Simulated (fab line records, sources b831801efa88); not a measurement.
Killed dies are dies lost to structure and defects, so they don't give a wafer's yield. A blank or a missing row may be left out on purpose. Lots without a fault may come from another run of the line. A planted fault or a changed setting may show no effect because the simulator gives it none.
Split-lot experiment | flow sky130 | 5 lots, 23 wafers read, on a route of 708 steps

THE SPLIT
At SKY_POLY_GATE_COAT_08 (resist thk 450 nm), the setting spin_rpm was moved away from the recipe's 3000 rpm on 10 of the 23 wafers read, by -4.3% to +7.4%. The other wafers ran this setting at the recipe's value.

FROM THE SPLIT TO THE READING: what the file shows between them, 2 steps
- SKY_POLY_GATE_ETCH_15: etches BARC in N2/H2, stops on SiO2, time 118.5 s, target depth 110 nm (also split here: source_w)
- SKY_POLY_GATE_ETCH_16: etches Si3N4 in CH3F/O2, stops on poly-Si, time 147.5 s, target depth 75 nm

THE READING
KrF-thick_of_POLY_GATE_COAT_08.thk_nm (the simulator's own value, which no gauge read), in nm, at SKY_POLY_GATE_ETCH_17 (etches poly-Si in HBr/Cl2, stops on SiO2, target depth 180 nm, time 70.5 s). The file gives no usual value for it. The 13 wafers here that ran the recipe average 139.2 nm, standard deviation 3.8 nm.

wafer  | tool, chamber at the split | spin_rpm as run, rpm | against the recipe | KrF-thick_of_POLY_GATE_COAT_08.thk_nm, nm | against lot-mates on the recipe
L074.1 | litho_track-01, 0          | 3000                 | recipe             | 138                                       | -
L074.2 | litho_track-01, 0          | 3000                 | recipe             | 139.8                                     | -
L074.6 | litho_track-01, 0          | 3000                 | recipe             | 138.5                                     | -
L080.2 | litho_track-04, 0          | 3000                 | recipe             | 140.6                                     | -
L080.3 | litho_track-04, 0          | 2896                 | -3.5%              | 152.3                                     | +10.7
L080.4 | litho_track-04, 0          | 2896                 | -3.5%              | 146.7                                     | +5.1
L080.5 | litho_track-04, 0          | 2896                 | -3.5%              | 148                                       | +6.4
L080.6 | litho_track-04, 0          | 3000                 | recipe             | 142.7                                     | -
L081.1 | litho_track-04, 0          | 3000                 | recipe             | 137.1                                     | -
L081.2 | litho_track-04, 0          | 3223                 | +7.4%              | 125.3                                     | -16.9
L081.4 | litho_track-04, 0          | 3000                 | recipe             | 146.8                                     | -
L081.5 | litho_track-04, 0          | 3223                 | +7.4%              | 124.6                                     | -17.6
L081.6 | litho_track-04, 0          | 3000                 | recipe             | 142.7                                     | -
L082.1 | litho_track-03, 0          | 2934                 | -2.2%              | 137.8                                     | +1.8
L082.3 | litho_track-03, 0          | 2934                 | -2.2%              | 137.6                                     | +1.6
L082.4 | litho_track-03, 0          | 2934                 | -2.2%              | 140.8                                     | +4.8
L082.5 | litho_track-03, 0          | 3000                 | recipe             | 132.9                                     | -
L082.6 | litho_track-03, 0          | 3000                 | recipe             | 139.1                                     | -
L085.1 | litho_track-01, 0          | 3000                 | recipe             | 131.7                                     | -
L085.2 | litho_track-01, 0          | 3000                 | recipe             | 139.3                                     | -
L085.3 | litho_track-01, 0          | 2872                 | -4.3%              | 143.6                                     | +6.6
L085.5 | litho_track-01, 0          | 2872                 | -4.3%              | 145                                       | +8.0
L085.6 | litho_track-01, 0          | 3000                 | recipe             | 139.9                                     | -

THE FIT
A straight line over all 23 wafers: KrF-thick_of_POLY_GATE_COAT_08.thk_nm changes by -1.82 nm for each +1% of spin_rpm; r = -0.82; the points scatter about the line by 3.9 nm.
The same after taking each lot's own level away (the mean of its wafers on the recipe; 23 wafers): -2.12 nm for each +1%; r = -0.92; scatter 2.7 nm.
On that fit, the largest move of spin_rpm shifts the reading by 16 nm.
The lots' own levels span 136.00 to 142.20 nm, that is 1.6 times the standard deviation above.
So the lot-to-lot level changes the slope: the two fits differ.
Check: with one of the wafers moved furthest among these (+7.4%) left out of the fit, the line predicts -16 nm for it against its lot-mates. It came out at -16.9 nm against them.

OTHER SPLITS ON THESE WAFERS
These wafers also went through other splits before the reading. Each is held against what the fit with the lots' levels taken away leaves over:
other split on the same wafers    | wafers away from the commonest value | r with KrF-thick_of_POLY_GATE_COAT_08.thk_nm (lot level and that fit taken away)
SKY_GATE_OXIDE_SOFTBAKE_06 time_s | 9                                    | -0.18
SKY_POLY_GATE_ETCH_15 source_w    | 11                                   | -0.61

THE WHOLE CHAIN: every reading that the file lists as answering this split, in the file's order
step                   | what it does                                                                | reading                                                                                | change (the file's fit)              | r (the file's)
SKY_POLY_GATE_COAT_08  | resist thk 450 nm                                                           | KrF-thick_of_POLY_GATE_COAT_08.thk_nm (the simulator's own value, which no gauge read) | -2.25 nm for each +1% of the setting | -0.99
SKY_POLY_GATE_ETCH_15  | etches BARC in N2/H2, stops on SiO2, time 118.5 s, target depth 110 nm      | KrF-thick_of_POLY_GATE_COAT_08.thk_nm (the simulator's own value, which no gauge read) | -2.33 nm for each +1% of the setting | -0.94
SKY_POLY_GATE_ETCH_16  | etches Si3N4 in CH3F/O2, stops on poly-Si, time 147.5 s, target depth 75 nm | KrF-thick_of_POLY_GATE_COAT_08.thk_nm (the simulator's own value, which no gauge read) | -2.44 nm for each +1% of the setting | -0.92
SKY_POLY_GATE_ETCH_17  | etches poly-Si in HBr/Cl2, stops on SiO2, target depth 180 nm, time 70.5 s  | KrF-thick_of_POLY_GATE_COAT_08.thk_nm (the simulator's own value, which no gauge read) | -2.12 nm for each +1% of the setting | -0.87
SKY_POLY_GATE_STRIP_18 | strips in O2/N2                                                             | strip_time_to_endpoint_s                                                               | withheld for each +1% of the setting | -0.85

THE FILE'S OWN FIT
KrF-thick_of_POLY_GATE_COAT_08.thk_nm changes by -2.12 nm for each +1% of spin_rpm, r = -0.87.
